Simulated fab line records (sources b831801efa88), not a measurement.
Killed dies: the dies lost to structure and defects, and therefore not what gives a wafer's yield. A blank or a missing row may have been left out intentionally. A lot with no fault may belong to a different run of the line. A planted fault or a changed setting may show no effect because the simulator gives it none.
A single fault, viewed from 2 desks	flow sky130	every desk sees just its own numbers, and what lay behind them comes last

DESK OF THE TOOL OWNER: implanter-01
For each lot that ran on this tool, the mean over its sampled wafers that have a number, from the tool's own readings at SKY_LDD_N_IMPLANT_11. A lot is out of limits, marked OUT, if its mean lies more than 4 standard deviations from the usual mean; the brackets give that distance.
Columns: A = beamEnergyKeV at SKY_LDD_N_IMPLANT_11, usual 20.001
lot	first seen here	A
L225	day 18 08:24	20.003
L232	day 20 17:30	18.090 (-99 or more) OUT
L233	day 21 06:32	18.091 (-99 or more) OUT
This desk's finding: out of limits on L232, L233; first on L232, day 20 17:30 (beamEnergyKeV at SKY_LDD_N_IMPLANT_11). In limits: L225.

AT THE METROLOGY DESK
Means of the sampled wafers that have a number, per lot and without regard to the tool the lot ran on: this is what the gauges read. A lot is out of limits, marked OUT, if its mean lies more than 4 standard deviations from the usual mean; the brackets give that distance.
Columns: A = cdNm at SKY_POLY_GATE_CD_MEAS_22, usual 148.9 nm; B = LDD_N_OVL at SKY_LDD_N_OVL_MEAS_07, usual -0.5 nm
lot	first seen here	A	B
L225	day 17 02:17	149.6	-2.1
L232	day 19 09:58	150.5	-2.0
L233	day 19 23:46	153.0	-1.3
L236	day 21 01:11	148.9	-1.0
L245	day 24 04:50	148.6	0.1
L244	day 24 08:18	148.3	1.5
This desk's finding: nothing out of limits on any of the 6 lots.

TAKEN TOGETHER
An alarm could have come from the tool owner's desk at day 20 17:30, on L232, L233.
The metrology desk saw nothing out of limits.
The metrology desk has L232, L233 on record, within its limits.
Every lot named ran SKY_LDD_N_IMPLANT_11 on implanter-01.

WHAT THE SIMULATOR HAD INSERTED
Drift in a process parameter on implanter-01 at SKY_LDD_N_IMPLANT_11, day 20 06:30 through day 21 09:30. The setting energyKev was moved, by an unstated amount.
Lots struck among those shown: L232, L233.
Time in hours from fault onset to the first out-of-limits reading at each desk: the tool owner's desk, 11.
